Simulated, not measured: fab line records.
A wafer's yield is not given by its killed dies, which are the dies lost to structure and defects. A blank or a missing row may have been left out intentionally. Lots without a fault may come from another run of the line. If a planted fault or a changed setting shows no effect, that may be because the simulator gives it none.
8D (eight disciplines) problem report, filled in by code | flow gf180mcu | the parts of the form that need people (team, actions taken, sign-off) are left out

== 1. PROBLEM STATEMENT ==
Across 6 wafers from 2 lots, PSD_TW at GF_PSD_TW_MEAS_11 averages 30, while fault-free wafers read 3202 with a standard deviation of 18. So: -99 or more standard deviations from the usual mean.
Seen first at day 17 19:49 on film metro-03, wafer L684.1. The record holds 42 wafers of 14 lots with a number at this step. The rule behind "out" and "out of limits": a value lying over 4 standard deviations away from the usual mean. The other wafers with a number count as sound.

== 2. WHAT IT IS, AND WHAT IT ISN'T ==
question                    | is                     | is not
which readings at this step | PSD_TW                 | -
which lots                  | L684, L685             | L674, L675, L676, L677, L678, L679, L681, L682, L683, L690, L695, L697
which wafers of those lots  | all that have a number | -
read on which gauges        | film metro-03          | film metro-01, film metro-04
when                        | from day 17 19:49      | up to then (27 sound wafers); but 9 sound wafers of L690, L695, L697 came after

== 3. SUSPECTS, AND WHAT RULES EACH OUT ==
Counting: any tool at a process step up to the reading is kept as a suspect provided that every lot that is out went through it and no sound lot did after the first of them.
- ruled out: the gauge at GF_PSD_TW_MEAS_11. All the wafers that are out were read on film metro-03, but those of them that GF_PSD_STRIP_10 has rows for are out there too, on other tools.
- plasma asher-04 at GF_NSD_STRIP_11 (strips in O2/N2): kept. Every lot that is out went through it, starting with L684 (day 16 20:34), and after that it ran no sound lot; the last sound lot it ran before then is L681 (day 15 23:01).
After counting, what remains is plasma asher-04 at GF_NSD_STRIP_11.

== 4. THE CAUSE (what the simulator had put in) ==
At GF_NSD_STRIP_11, the step was skipped entirely on plasma asher-04 from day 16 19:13 on. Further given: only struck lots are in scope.
This tool alone remained once counting was done.

== 5. SEQUENCE OF EFFECTS, ordered by route ==
Each row: a reading where the mean over the struck wafers with a number is more than 3 standard deviations away from the usual. Only readings whose record carries a usual standard deviation are examined. hours: median over the lots of the time between each lot's start at the first step of this table that gives one and its start at this step. sigmas: the change, counted in usual standard deviations.
hours | step              | reading                  | usual      | on struck wafers | change | sigmas
0     | GF_PSD_STRIP_10   | oes product au           | 0.592 a.u. | 0.658            | +0.066 | +15
0     | GF_PSD_STRIP_10   | strip time to endpoint s | 16.53 s    | 31.48            | +14.95 | +99 or more
0     | GF_PSD_TW_MEAS_11 | PSD_TW                   | 3202       | 30               | -3172  | -99 or more
Here are the process steps it includes:
- GF_PSD_STRIP_10: strips in O2/N2.
Readings that are blank on the struck wafers while sound wafers have them: chamber pressure mTorr at GF_NSD_STRIP_11; drypump motor current A at GF_NSD_STRIP_11; heater power w at GF_NSD_STRIP_11; o2 flow sccm at GF_NSD_STRIP_11; oes product au at GF_NSD_STRIP_11; strip time to endpoint s at GF_NSD_STRIP_11.

== 6. WHAT WOULD HAVE CAUGHT IT SOONER ==
Counted from the fault's start at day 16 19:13, it took 25 hours until the first out-of-limits reading at a measuring or inspecting step in this record, taken at day 17 19:49.
At GF_NSD_STRIP_11 the tool's readings are blank on the struck wafers, where sound wafers have them: an empty tool record is the first sign, and it was there at once.
Each of the lots that are out, 2 in all, had begun GF_NSD_STRIP_11 on plasma asher-04 no later than day 17 19:49. A hold on the tool at that time would have spared none of them.
